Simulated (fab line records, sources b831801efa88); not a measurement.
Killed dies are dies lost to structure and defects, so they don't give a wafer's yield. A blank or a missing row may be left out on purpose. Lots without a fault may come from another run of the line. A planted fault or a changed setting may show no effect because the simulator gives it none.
A struck lot beside a sound one | flow sky130 | 14 steps out of a route of 708
Sound: wafers L221.2, L221.4, L221.6. Struck: wafers L234.1, L234.3, L234.4. The cause comes at the end.
At each step with rows: each side's tool, then ch and its chambers, then its first start. Under that, the readings that differ: sound wafers | struck wafers | difference of the means | sigmas: that difference in standard deviations of wafers without a fault.
alike: readings whose means differ by less than 2 such deviations, and words and numbers that are the same on both sides. not compared: withheld readings, readings that some wafer has no value for, bounds like >300 that may hide the same value, and numbers for which the record gives no deviation and whose values overlap.
The two part at a step that has a row with sigmas, a row that says differs or no value, or rows on one side only. Numbers that don't overlap but have no deviation are shown without sigmas and don't part them. A reading that every wafer of one side lacks parts them only if that side has two wafers or more.

first, 4 steps without rows for these wafers: SKY_PWDE_SOFTBAKE_03; SKY_PWDE_EXPOSE_04 (exposes mask PWDEM, target cd 840 nm); SKY_PWDE_PEB_05; SKY_PWDE_DEVELOP_06 (develop time 60 s).
SKY_PWDE_OVL_MEAS_07:
  sound on overlay-02, day 4 00:23; struck on overlay-02, day 7 00:50
  alike: PWDE_OVL
then, 1 step without rows for these wafers: SKY_PWDE_IMPLANT_08.
SKY_PWDE_STRIP_09: strips in O2/N2.
  sound on plasma_asher-04 ch 0,1, day 4 00:34; struck on plasma_asher-02 ch 0,1, day 7 01:01
  alike: drypump_motor_current_A, n2_flow_sccm, oes_product_au, strip_time_to_endpoint_s
  not compared: rf_hours_counter_h
SKY_PWDE_TW_MEAS_10:
  sound on film_metro-01, day 4 00:41; struck on film_metro-03, day 7 01:07
  alike: PWDE_TW
then, 4 steps without rows for these wafers: SKY_NWELL_DEHYDRATE_03 (time 60 s); SKY_NWELL_HMDS_04 (prime time 60 s); SKY_NWELL_COAT_05 (resist thk 3000 nm); SKY_NWELL_SOFTBAKE_06.
SKY_NWELL_EXPOSE_07: exposes mask NWM, target cd 840 nm.
  sound on iline_stepper-02 ch 0, day 4 08:36; struck on iline_stepper-02, day 7 10:37
  no value came back on the struck wafers for exposure_dose_mJ_cm2, focus_offset_nm (nm), reticle_temp_C (C); on the sound wafers exposure_dose_mJ_cm2 reads 255.20 255.06 255.34
  alike: mask
then, 1 step without rows for these wafers: SKY_NWELL_PEB_08.

WHERE THEY PART
Only at SKY_NWELL_EXPOSE_07, within this record.

WHY: what the simulator had put in
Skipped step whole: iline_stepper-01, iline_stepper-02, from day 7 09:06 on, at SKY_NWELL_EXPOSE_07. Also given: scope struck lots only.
